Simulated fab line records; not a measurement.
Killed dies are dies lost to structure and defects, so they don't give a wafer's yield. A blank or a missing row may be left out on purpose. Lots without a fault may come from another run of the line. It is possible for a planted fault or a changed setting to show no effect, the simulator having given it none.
A struck lot beside a sound one + flow sky130 + 15 steps out of a route of 708
Sound: wafers L867.1, L867.3, L867.5. Struck: wafers L873.2, L873.3, L873.4. At the end, the cause is stated.
Per side, at each step with rows, come the tool, then ch with its chambers, and then its first start. Under that, the readings that differ: sound wafers + struck wafers + difference of the means + sigmas: that difference in standard deviations of wafers without a fault.
alike: same words and numbers on both sides, and readings whose means sit less than 2 such deviations apart. not compared: any withheld reading, any reading some wafer has no value for, any bound like >300 that may hide the same value, and any number with overlapping values for which the record gives no deviation.
The two part at a step that has a row with sigmas, a row that says differs or no value, or rows on one side only. Numbers that have no deviation but don't overlap get no sigmas and don't part them. Lack of a reading on every wafer of one side parts them only where that side has two or more wafers.

first, 6 steps without rows for these wafers: SKY_VIA4_HMDS_05 (prime time 60 s); SKY_VIA4_COAT_06 (resist thk 1140 nm); SKY_VIA4_SOFTBAKE_07 (time 60 s); SKY_VIA4_EXPOSE_08 (exposes mask VIM4, target cd 800 nm); SKY_VIA4_PEB_09; SKY_VIA4_DEVELOP_10 (develop time 60 s).
SKY_VIA4_OVL_MEAS_11:
  sound on overlay-01 at day 43 12:58; struck on overlay-02 at day 45 05:05
  alike: VIA4_OVL
SKY_VIA4_ETCH_12: etches SiO2 in C4F8/O2/Ar, stops on TiN, target depth 580 nm.
  sound on rie diel-01 ch 1,3, day 43 12:59; struck on rie diel-04 ch 0,1,2, day 45 05:07
  alike: oes product au
SKY_VIA4_STRIP_13: strips in O2/N2.
  sound on plasma asher-04 ch 0,1, day 43 13:04; struck on plasma asher-03 ch 0,1, day 45 05:11
  alike: drypump motor current A, oes product au, strip time to endpoint s
  not compared: rf hours counter h
then, 3 steps without rows for these wafers: SKY_VIA4_STRIP_14 (strips in post etch residue remover, time 1200 s); SKY_VIA4_CLEAN_15 (cleans in IPA, time 180 s); SKY_VIA4_CLEAN_16 (cleans in O3/DIW).
SKY_VIA4_SPUTTER_17: material TiN, target thk 20 nm, time 80 s.
  sound on pvd sputter-02 at day 43 13:42; struck on pvd sputter-02 at day 45 05:49
| reading                                  | sound             | struck            | difference | sigmas |
|------------------------------------------|-------------------|-------------------|------------|--------|
| model.TiN_of_VIA4_SPUTTER_17.thk nm (nm) | 20.17 20.07 20.54 | 26.03 25.96 26.43 | +5.88      |        |
  alike: cathode dc power W, throttle valve pct
SKY_VIA4_CVD_18: deposits W, target thk 505 nm, time 152.14 s.
  sound on cvd w-02 ch 0,1, day 43 13:46; struck on cvd w-02 ch 0,1, day 45 05:52
  alike: chamber pressure Torr, heater power w
-- the record jumps here: 3 days lie between the struck wafers' starts before and after (it left off in module VIA4 and takes up again in module PAD_OPEN, whose first step shown is number 708 of the route) --
SKY_PAD_OPEN_PROBE_99:
  sound on prober-01 at day 46 11:15; struck on prober-02 at day 47 22:57
  alike: defect limited yield, killed_at_M0_to_M3, killed_at_M4_up, killed at contacts, killed at front end, killed at other, killed dies, killed open, killed short, sort_bin_3_pad_short, sort_bin_5_function, sort_bin_6_memory, sort n pass, sort yield pct

## WHERE THEY PART
Nowhere in this record.

WHY: whatever the simulator had introduced
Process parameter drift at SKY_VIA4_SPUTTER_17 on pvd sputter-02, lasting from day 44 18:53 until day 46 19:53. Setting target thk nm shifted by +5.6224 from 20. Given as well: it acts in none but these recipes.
